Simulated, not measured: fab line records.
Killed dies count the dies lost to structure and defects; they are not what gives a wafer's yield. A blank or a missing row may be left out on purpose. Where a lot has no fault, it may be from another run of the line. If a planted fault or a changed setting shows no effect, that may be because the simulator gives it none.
Which of the tools did it? :: flow gf180mcu :: 24 lots, 72 wafers sampled, at 5 steps of a route of 602

WHAT THE GAUGES READ, wafer by wafer
GF_V4_RS_MEAS_24: uses a four-point probe to measure. Usual: V4_W_RS 0.327 ohm/sq, standard deviation 0.0033.
lot: L074
measured: day 25 01:55
on: filmMetro-04
V4_W_RS (ohm/sq): 0.326 0.325 0.330
flag: 

lot: L075
measured: day 25 02:31
on: filmMetro-01
V4_W_RS (ohm/sq): 0.326 0.331 0.329
flag: 

lot: L076
measured: day 25 13:56
on: filmMetro-01
V4_W_RS (ohm/sq): 0.326 0.328 0.325
flag: 

lot: L077
measured: day 25 19:22
on: filmMetro-04
V4_W_RS (ohm/sq): 0.332 0.331 0.333
flag: 

lot: L078
measured: day 25 23:40
on: filmMetro-01
V4_W_RS (ohm/sq): 0.322 0.325 0.328
flag: 

lot: L079
measured: day 26 02:27
on: filmMetro-02
V4_W_RS (ohm/sq): 0.327 0.324 0.326
flag: 

lot: L080
measured: day 26 15:25
on: filmMetro-01
V4_W_RS (ohm/sq): 0.329 0.329 0.328
flag: 

lot: L081
measured: day 26 20:46
on: filmMetro-04
V4_W_RS (ohm/sq): 0.325 0.328 0.321
flag: 

lot: L082
measured: day 27 07:22
on: filmMetro-04
V4_W_RS (ohm/sq): 0.323 0.329 0.322
flag: 

lot: L083
measured: day 28 00:01
on: filmMetro-01
V4_W_RS (ohm/sq): 0.321 0.320 0.324
flag: 

lot: L084
measured: day 28 03:06
on: filmMetro-01
V4_W_RS (ohm/sq): 0.320 0.328 0.325
flag: 

lot: L085
measured: day 28 06:10
on: filmMetro-01
V4_W_RS (ohm/sq): 0.324 0.324 0.323
flag: 

lot: L086
measured: day 28 14:02
on: filmMetro-02
V4_W_RS (ohm/sq): 0.328 0.331 0.330
flag: 

lot: L087
measured: day 28 23:50
on: filmMetro-04
V4_W_RS (ohm/sq): 0.324 0.327 0.326
flag: 

lot: L088
measured: day 29 05:35
on: filmMetro-02
V4_W_RS (ohm/sq): 0.325 0.327 0.325
flag: 

lot: L089
measured: day 29 07:37
on: filmMetro-02
V4_W_RS (ohm/sq): 0.330 0.323 0.328
flag: 

lot: L090
measured: day 29 13:28
on: filmMetro-02
V4_W_RS (ohm/sq): 0.325 0.330 0.323
flag: 

lot: L091
measured: day 29 22:40
on: filmMetro-01
V4_W_RS (ohm/sq): 0.327 0.327 0.327
flag: 

lot: L092
measured: day 30 02:13
on: filmMetro-02
V4_W_RS (ohm/sq): 0.332 0.322 0.329
flag: 

lot: L093
measured: day 30 14:57
on: filmMetro-02
V4_W_RS (ohm/sq): 0.328 0.326 0.324
flag: 

lot: L094
measured: day 30 17:44
on: filmMetro-04
V4_W_RS (ohm/sq): 0.328 0.329 0.326
flag: 

lot: L095
measured: day 31 01:06
on: filmMetro-04
V4_W_RS (ohm/sq): 0.325 0.321 0.328
flag: 

lot: L096
measured: day 31 06:44
on: filmMetro-01
V4_W_RS (ohm/sq): 0.329 0.326 0.322
flag: 

lot: L097
measured: day 31 10:10
on: filmMetro-01
V4_W_RS (ohm/sq): 0.332 0.326 0.326
flag: 

GF_V5_BOW_MEAS_05. Usual: V5_BOW 135 um, standard deviation 8.3.
lot: L074
measured: day 26 21:59
on: filmMetro-03
V5_BOW (um): 131 126 135
flag: 

lot: L075
measured: day 26 23:02
on: filmMetro-03
V5_BOW (um): 126 130 131
flag: 

lot: L076
measured: day 27 09:55
on: filmMetro-03
V5_BOW (um): 139 141 151
flag: 

lot: L077
measured: day 27 14:39
on: filmMetro-03
V5_BOW (um): 130 134 143
flag: 

lot: L078
measured: day 27 18:55
on: filmMetro-03
V5_BOW (um): 139 139 141
flag: 

lot: L079
measured: day 27 21:56
on: filmMetro-03
V5_BOW (um): 138 134 137
flag: 

lot: L080
measured: day 28 10:13
on: filmMetro-01
V5_BOW (um): 134 123 131
flag: 

lot: L081
measured: day 28 16:01
on: filmMetro-02
V5_BOW (um): 125 127 131
flag: 

lot: L082
measured: day 29 02:46
on: filmMetro-01
V5_BOW (um): 132 117 121
flag: 

lot: L083
measured: day 29 17:35
on: filmMetro-02
V5_BOW (um): 138 139 132
flag: 

lot: L084
measured: day 29 21:11
on: filmMetro-01
V5_BOW (um): 142 128 143
flag: 

lot: L085
measured: day 30 00:26
on: filmMetro-01
V5_BOW (um): 131 142 134
flag: 

lot: L086
measured: day 30 07:11
on: filmMetro-03
V5_BOW (um): 122 130 122
flag: 

lot: L087
measured: day 30 17:01
on: filmMetro-03
V5_BOW (um): 131 135 136
flag: 

lot: L088
measured: day 30 21:19
on: filmMetro-01
V5_BOW (um): 136 128 131
flag: 

lot: L089
measured: day 30 23:17
on: filmMetro-03
V5_BOW (um): 142 145 139
flag: 

lot: L090
measured: day 31 05:31
on: filmMetro-01
V5_BOW (um): 144 145 148
flag: 

lot: L091
measured: day 31 14:00
on: filmMetro-01
V5_BOW (um): 142 133 140
flag: 

lot: L092
measured: day 31 17:09
on: filmMetro-01
V5_BOW (um): 150 143 141
flag: 

lot: L093
measured: day 32 04:19
on: filmMetro-02
V5_BOW (um): 133 134 129
flag: 

lot: L094
measured: day 32 07:35
on: filmMetro-02
V5_BOW (um): 136 127 126
flag: 

lot: L095
measured: day 32 14:32
on: filmMetro-01
V5_BOW (um): 146 136 144
flag: 

lot: L096
measured: day 32 19:25
on: filmMetro-03
V5_BOW (um): 137 138 155
flag: 

lot: L097
measured: day 32 23:00
on: filmMetro-01
V5_BOW (um): 141 144 139
flag: 

WHAT TOOL EACH LOT RAN ON (gives the tool, then ch and the chambers of the sampled wafers, and finally the start)
lot: L074
GF_MIM_SPUTTER_04: pvdSputter-03, day 25 02:32
GF_M5_METAL_ETCH_10: rieMetal-04 ch 0,1, day 26 20:46
GF_V5_CVD_02: pecvd-01 ch 0,1,2, day 26 21:29

lot: L075
GF_MIM_SPUTTER_04: pvdSputter-03, day 25 03:11
GF_M5_METAL_ETCH_10: rieMetal-02 ch 0,1, day 26 21:40
GF_V5_CVD_02: pecvd-04 ch 0,1, day 26 22:34

lot: L076
GF_MIM_SPUTTER_04: pvdSputter-01, day 25 14:37
GF_M5_METAL_ETCH_10: rieMetal-02 ch 0,1, day 27 08:36
GF_V5_CVD_02: pecvd-04 ch 1,2, day 27 09:23

lot: L077
GF_MIM_SPUTTER_04: pvdSputter-03, day 25 20:06
GF_M5_METAL_ETCH_10: rieMetal-04 ch 0,1, day 27 13:21
GF_V5_CVD_02: pecvd-01 ch 0,2, day 27 14:10

lot: L078
GF_MIM_SPUTTER_04: pvdSputter-01, day 26 00:20
GF_M5_METAL_ETCH_10: rieMetal-04 ch 0,1, day 27 17:32
GF_V5_CVD_02: pecvd-01 ch 0,1,2, day 27 18:20

lot: L079
GF_MIM_SPUTTER_04: pvdSputter-03, day 26 03:04
GF_M5_METAL_ETCH_10: rieMetal-02 ch 0,1, day 27 20:40
GF_V5_CVD_02: pecvd-02 ch 0,1, day 27 21:25

lot: L080
GF_MIM_SPUTTER_04: pvdSputter-01, day 26 16:04
GF_M5_METAL_ETCH_10: rieMetal-04 ch 0,1, day 28 08:59
GF_V5_CVD_02: pecvd-01 ch 1,2, day 28 09:45

lot: L081
GF_MIM_SPUTTER_04: pvdSputter-03, day 26 21:25
GF_M5_METAL_ETCH_10: rieMetal-01 ch 0,1, day 28 14:42
GF_V5_CVD_02: pecvd-02 ch 0,2, day 28 15:28

lot: L082
GF_MIM_SPUTTER_04: pvdSputter-03, day 27 07:59
GF_M5_METAL_ETCH_10: rieMetal-04 ch 0,1, day 29 01:29
GF_V5_CVD_02: pecvd-02 ch 0,1, day 29 02:15

lot: L083
GF_MIM_SPUTTER_04: pvdSputter-01, day 28 00:40
GF_M5_METAL_ETCH_10: rieMetal-01 ch 0,1, day 29 16:16
GF_V5_CVD_02: pecvd-04 ch 1,2, day 29 17:04

lot: L084
GF_MIM_SPUTTER_04: pvdSputter-01, day 28 03:44
GF_M5_METAL_ETCH_10: rieMetal-04 ch 0,1, day 29 19:55
GF_V5_CVD_02: pecvd-02 ch 0,2, day 29 20:41

lot: L085
GF_MIM_SPUTTER_04: pvdSputter-03, day 28 06:49
GF_M5_METAL_ETCH_10: rieMetal-01 ch 0,1, day 29 22:59
GF_V5_CVD_02: pecvd-04 ch 1,2, day 29 23:53

lot: L086
GF_MIM_SPUTTER_04: pvdSputter-02, day 28 14:41
GF_M5_METAL_ETCH_10: rieMetal-01 ch 0,1, day 30 05:37
GF_V5_CVD_02: pecvd-04 ch 0,1, day 30 06:44

lot: L087
GF_MIM_SPUTTER_04: pvdSputter-03, day 29 00:30
GF_M5_METAL_ETCH_10: rieMetal-02 ch 0,1, day 30 15:42
GF_V5_CVD_02: pecvd-02 ch 0,1, day 30 16:33

lot: L088
GF_MIM_SPUTTER_04: pvdSputter-02, day 29 06:13
GF_M5_METAL_ETCH_10: rieMetal-01 ch 0, day 30 20:00
GF_V5_CVD_02: pecvd-01 ch 0,1,2, day 30 20:49

lot: L089
GF_MIM_SPUTTER_04: pvdSputter-03, day 29 08:16
GF_M5_METAL_ETCH_10: rieMetal-02 ch 0,1, day 30 22:01
GF_V5_CVD_02: pecvd-04 ch 0,2, day 30 22:47

lot: L090
GF_MIM_SPUTTER_04: pvdSputter-01, day 29 14:08
GF_M5_METAL_ETCH_10: rieMetal-04 ch 0,1, day 31 04:17
GF_V5_CVD_02: pecvd-01 ch 0,1,2, day 31 05:03

lot: L091
GF_MIM_SPUTTER_04: pvdSputter-01, day 29 23:20
GF_M5_METAL_ETCH_10: rieMetal-01 ch 1, day 31 12:37
GF_V5_CVD_02: pecvd-04 ch 0,1,2, day 31 13:32

lot: L092
GF_MIM_SPUTTER_04: pvdSputter-02, day 30 02:53
GF_M5_METAL_ETCH_10: rieMetal-02 ch 0,1, day 31 15:54
GF_V5_CVD_02: pecvd-02 ch 0,1, day 31 16:41

lot: L093
GF_MIM_SPUTTER_04: pvdSputter-02, day 30 15:35
GF_M5_METAL_ETCH_10: rieMetal-02 ch 0,1, day 32 03:02
GF_V5_CVD_02: pecvd-04 ch 1,2, day 32 03:48

lot: L094
GF_MIM_SPUTTER_04: pvdSputter-02, day 30 18:24
GF_M5_METAL_ETCH_10: rieMetal-02 ch 0,1, day 32 06:21
GF_V5_CVD_02: pecvd-01 ch 0,1, day 32 07:07

lot: L095
GF_MIM_SPUTTER_04: pvdSputter-02, day 31 01:46
GF_M5_METAL_ETCH_10: rieMetal-02 ch 0,1, day 32 13:16
GF_V5_CVD_02: pecvd-04 ch 0,2, day 32 14:04

lot: L096
GF_MIM_SPUTTER_04: pvdSputter-03, day 31 07:22
GF_M5_METAL_ETCH_10: rieMetal-02 ch 0,1, day 32 18:09
GF_V5_CVD_02: pecvd-04 ch 0,1, day 32 18:56

lot: L097
GF_MIM_SPUTTER_04: pvdSputter-02, day 31 10:50
GF_M5_METAL_ETCH_10: rieMetal-01 ch 0,1, day 32 21:43
GF_V5_CVD_02: pecvd-02 ch 0,1,2, day 32 22:32
- GF_MIM_SPUTTER_04: material TiN, target thk 50 nm, time 41.7 s.
- GF_M5_METAL_ETCH_10: etches the open film in Cl2/BCl3, stops on SiO2, target depth 750.8 nm, time 125.1 s.
- GF_V5_CVD_02: deposits SiO2 from TEOS, target thk 1450 nm, time 163.28 s.

WHAT THE TOOLS THEMSELVES READ (means of the sampled wafers that have a number; where no wafer has one, the mark that the record gives instead)
GF_MIM_SPUTTER_04. Usual: cathodeDcPowerW 6500.1 W, standard deviation 1.2; throttleValvePct 30.4 %, standard deviation 0.74.
lot: L074
tool: pvdSputter-03
cathodeDcPowerW (W): 6501.1
throttleValvePct (%): 30.9
flag: 

lot: L075
tool: pvdSputter-03
cathodeDcPowerW (W): 6500.3
throttleValvePct (%): 30.9
flag: 

lot: L076
tool: pvdSputter-01
cathodeDcPowerW (W): 6500.7
throttleValvePct (%): 29.6
flag: 

lot: L077
tool: pvdSputter-03
cathodeDcPowerW (W): 6500.4
throttleValvePct (%): 30.3
flag: 

lot: L078
tool: pvdSputter-01
cathodeDcPowerW (W): 6500.2
throttleValvePct (%): 29.6
flag: 

lot: L079
tool: pvdSputter-03
cathodeDcPowerW (W): 6499.8
throttleValvePct (%): 30.8
flag: 

lot: L080
tool: pvdSputter-01
cathodeDcPowerW (W): 6500.0
throttleValvePct (%): 29.4
flag: 

lot: L081
tool: pvdSputter-03
cathodeDcPowerW (W): 6499.9
throttleValvePct (%): 31.4
flag: 

lot: L082
tool: pvdSputter-03
cathodeDcPowerW (W): 6500.9
throttleValvePct (%): 30.7
flag: 

lot: L083
tool: pvdSputter-01
cathodeDcPowerW (W): 6499.9
throttleValvePct (%): 29.5
flag: 

lot: L084
tool: pvdSputter-01
cathodeDcPowerW (W): 6500.2
throttleValvePct (%): 29.6
flag: 

lot: L085
tool: pvdSputter-03
cathodeDcPowerW (W): 6500.7
throttleValvePct (%): 30.8
flag: 

lot: L086
tool: pvdSputter-02
cathodeDcPowerW (W): 6500.1
throttleValvePct (%): 30.7
flag: 

lot: L087
tool: pvdSputter-03
cathodeDcPowerW (W): 6500.4
throttleValvePct (%): 30.4
flag: 

lot: L088
tool: pvdSputter-02
cathodeDcPowerW (W): 6500.7
throttleValvePct (%): 30.0
flag: 

lot: L089
tool: pvdSputter-03
cathodeDcPowerW (W): 6500.6
throttleValvePct (%): 30.5
flag: 

lot: L090
tool: pvdSputter-01
cathodeDcPowerW (W): 6500.1
throttleValvePct (%): 29.8
flag: 

lot: L091
tool: pvdSputter-01
cathodeDcPowerW (W): 6499.7
throttleValvePct (%): 29.7
flag: 

lot: L092
tool: pvdSputter-02
cathodeDcPowerW (W): 6499.3
throttleValvePct (%): 30.5
flag: 

lot: L093
tool: pvdSputter-02
cathodeDcPowerW (W): 6498.8
throttleValvePct (%): 29.7
flag: 

lot: L094
tool: pvdSputter-02
cathodeDcPowerW (W): 6500.8
throttleValvePct (%): 30.6
flag: 

lot: L095
tool: pvdSputter-02
cathodeDcPowerW (W): 6500.7
throttleValvePct (%): 30.2
flag: 

lot: L096
tool: pvdSputter-03
cathodeDcPowerW (W): 6500.5
throttleValvePct (%): 30.8
flag: 

lot: L097
tool: pvdSputter-02
cathodeDcPowerW (W): 6500.0
throttleValvePct (%): 30.5
flag: 

GF_M5_METAL_ETCH_10. Usual: bcl3FlowSccm 40.00 sccm, standard deviation 0.13; drypumpMotorCurrentA 6.0 A, standard deviation 0.49; oesProductAu 0.993 a.u., standard deviation 0.0047; throttleValvePct 28.227 %, standard deviation 0.0095.
lot: L074
tool: rieMetal-04
bcl3FlowSccm (sccm): 40.08
drypumpMotorCurrentA (A): 5.5
oesProductAu (a.u.): 0.993
throttleValvePct (%): 28.222
flag: 

lot: L075
tool: rieMetal-02
bcl3FlowSccm (sccm): 39.93
drypumpMotorCurrentA (A): 6.6
oesProductAu (a.u.): 0.994
throttleValvePct (%): 28.224
flag: 

lot: L076
tool: rieMetal-02
bcl3FlowSccm (sccm): 39.91
drypumpMotorCurrentA (A): 6.5
oesProductAu (a.u.): 0.992
throttleValvePct (%): 28.224
flag: 

lot: L077
tool: rieMetal-04
bcl3FlowSccm (sccm): 39.96
drypumpMotorCurrentA (A): 5.5
oesProductAu (a.u.): 0.992
throttleValvePct (%): 28.229
flag: 

lot: L078
tool: rieMetal-04
bcl3FlowSccm (sccm): 39.99
drypumpMotorCurrentA (A): 5.5
oesProductAu (a.u.): 0.989
throttleValvePct (%): 28.235
flag: 

lot: L079
tool: rieMetal-02
bcl3FlowSccm (sccm): 40.04
drypumpMotorCurrentA (A): 6.5
oesProductAu (a.u.): 0.992
throttleValvePct (%): 28.234
flag: 

lot: L080
tool: rieMetal-04
bcl3FlowSccm (sccm): 39.89
drypumpMotorCurrentA (A): 5.5
oesProductAu (a.u.): 0.990
throttleValvePct (%): 28.231
flag: 

lot: L081
tool: rieMetal-01
bcl3FlowSccm (sccm): 40.00
drypumpMotorCurrentA (A): 6.0
oesProductAu (a.u.): 0.993
throttleValvePct (%): 28.220
flag: 

lot: L082
tool: rieMetal-04
bcl3FlowSccm (sccm): 40.14
drypumpMotorCurrentA (A): 5.6
oesProductAu (a.u.): 0.989
throttleValvePct (%): 28.216
flag: 

lot: L083
tool: rieMetal-01
bcl3FlowSccm (sccm): 39.93
drypumpMotorCurrentA (A): 6.0
oesProductAu (a.u.): 0.994
throttleValvePct (%): 28.226
flag: 

lot: L084
tool: rieMetal-04
bcl3FlowSccm (sccm): 40.10
drypumpMotorCurrentA (A): 5.6
oesProductAu (a.u.): 0.989
throttleValvePct (%): 28.226
flag: 

lot: L085
tool: rieMetal-01
bcl3FlowSccm (sccm): 39.97
drypumpMotorCurrentA (A): 5.7
oesProductAu (a.u.): 0.995
throttleValvePct (%): 28.231
flag: 

lot: L086
tool: rieMetal-01
bcl3FlowSccm (sccm): 39.95
drypumpMotorCurrentA (A): 5.8
oesProductAu (a.u.): 0.994
throttleValvePct (%): 28.220
flag: 

lot: L087
tool: rieMetal-02
bcl3FlowSccm (sccm): 40.01
drypumpMotorCurrentA (A): 6.5
oesProductAu (a.u.): 0.993
throttleValvePct (%): 28.235
flag: 

lot: L088
tool: rieMetal-01
bcl3FlowSccm (sccm): 40.04
drypumpMotorCurrentA (A): 6.2
oesProductAu (a.u.): 0.995
throttleValvePct (%): 28.222
flag: 

lot: L089
tool: rieMetal-02
bcl3FlowSccm (sccm): 39.92
drypumpMotorCurrentA (A): 6.5
oesProductAu (a.u.): 0.994
throttleValvePct (%): 28.223
flag: 

lot: L090
tool: rieMetal-04
bcl3FlowSccm (sccm): 39.92
drypumpMotorCurrentA (A): 5.4
oesProductAu (a.u.): 0.988
throttleValvePct (%): 28.230
flag: 

lot: L091
tool: rieMetal-01
bcl3FlowSccm (sccm): 39.93
drypumpMotorCurrentA (A): 5.6
oesProductAu (a.u.): 0.994
throttleValvePct (%): 28.223
flag: 

lot: L092
tool: rieMetal-02
bcl3FlowSccm (sccm): 39.96
drypumpMotorCurrentA (A): 6.5
oesProductAu (a.u.): 0.996
throttleValvePct (%): 28.227
flag: 

lot: L093
tool: rieMetal-02
bcl3FlowSccm (sccm): 40.01
drypumpMotorCurrentA (A): 6.5
oesProductAu (a.u.): 0.989
throttleValvePct (%): 28.226
flag: 

lot: L094
tool: rieMetal-02
bcl3FlowSccm (sccm): 39.95
drypumpMotorCurrentA (A): 6.5
oesProductAu (a.u.): 0.996
throttleValvePct (%): 28.231
flag: 

lot: L095
tool: rieMetal-02
bcl3FlowSccm (sccm): 40.12
drypumpMotorCurrentA (A): 6.6
oesProductAu (a.u.): 0.990
throttleValvePct (%): 28.227
flag: 

lot: L096
tool: rieMetal-02
bcl3FlowSccm (sccm): 40.10
drypumpMotorCurrentA (A): 6.6
oesProductAu (a.u.): 0.991
throttleValvePct (%): 28.229
flag: 

lot: L097
tool: rieMetal-01
bcl3FlowSccm (sccm): 40.04
drypumpMotorCurrentA (A): 6.0
oesProductAu (a.u.): 0.993
throttleValvePct (%): 28.231
flag: 

GF_V5_CVD_02. Usual: heaterPowerW at 675 W, with a standard deviation of 96.
lot: L074
tool: pecvd-01
heaterPowerW (W): 721
flag: 

lot: L075
tool: pecvd-04
heaterPowerW (W): 699
flag: 

lot: L076
tool: pecvd-04
heaterPowerW (W): 680
flag: 

lot: L077
tool: pecvd-01
heaterPowerW (W): 771
flag: 

lot: L078
tool: pecvd-01
heaterPowerW (W): 771
flag: 

lot: L079
tool: pecvd-02
heaterPowerW (W): 551
flag: 

lot: L080
tool: pecvd-01
heaterPowerW (W): 773
flag: 

lot: L081
tool: pecvd-02
heaterPowerW (W): 571
flag: 

lot: L082
tool: pecvd-02
heaterPowerW (W): 640
flag: 

lot: L083
tool: pecvd-04
heaterPowerW (W): 621
flag: 

lot: L084
tool: pecvd-02
heaterPowerW (W): 555
flag: 

lot: L085
tool: pecvd-04
heaterPowerW (W): 629
flag: 

lot: L086
tool: pecvd-04
heaterPowerW (W): 683
flag: 

lot: L087
tool: pecvd-02
heaterPowerW (W): 609
flag: 

lot: L088
tool: pecvd-01
heaterPowerW (W): 732
flag: 

lot: L089
tool: pecvd-04
heaterPowerW (W): 656
flag: 

lot: L090
tool: pecvd-01
heaterPowerW (W): 798
flag: 

lot: L091
tool: pecvd-04
heaterPowerW (W): 655
flag: 

lot: L092
tool: pecvd-02
heaterPowerW (W): 551
flag: 

lot: L093
tool: pecvd-04
heaterPowerW (W): 651
flag: 

lot: L094
tool: pecvd-01
heaterPowerW (W): 734
flag: 

lot: L095
tool: pecvd-04
heaterPowerW (W): 640
flag: 

lot: L096
tool: pecvd-04
heaterPowerW (W): 723
flag: 

lot: L097
tool: pecvd-02
heaterPowerW (W): 607
flag: 

THE ANSWER, worked out from the rows above alone
Rule: a lot counts as off when the mean over its wafers that have a number is more than 3 standard deviations away from the usual mean. A lot without any number at a reading at which 4 lots or more have one is off too. All remaining lots with rows at the step are treated as sound. Order of review: gauges by route order, followed by the tools' own readings, for which a lot's mean as printed above is used. The first step at which some lot is off is used, and at that step the reading that is off furthest; a lot without a number counts as furthest.
None of the lots is off at any reading shown; this tells nothing.

WHAT HAD BEEN PUT IN BY THE SIMULATOR
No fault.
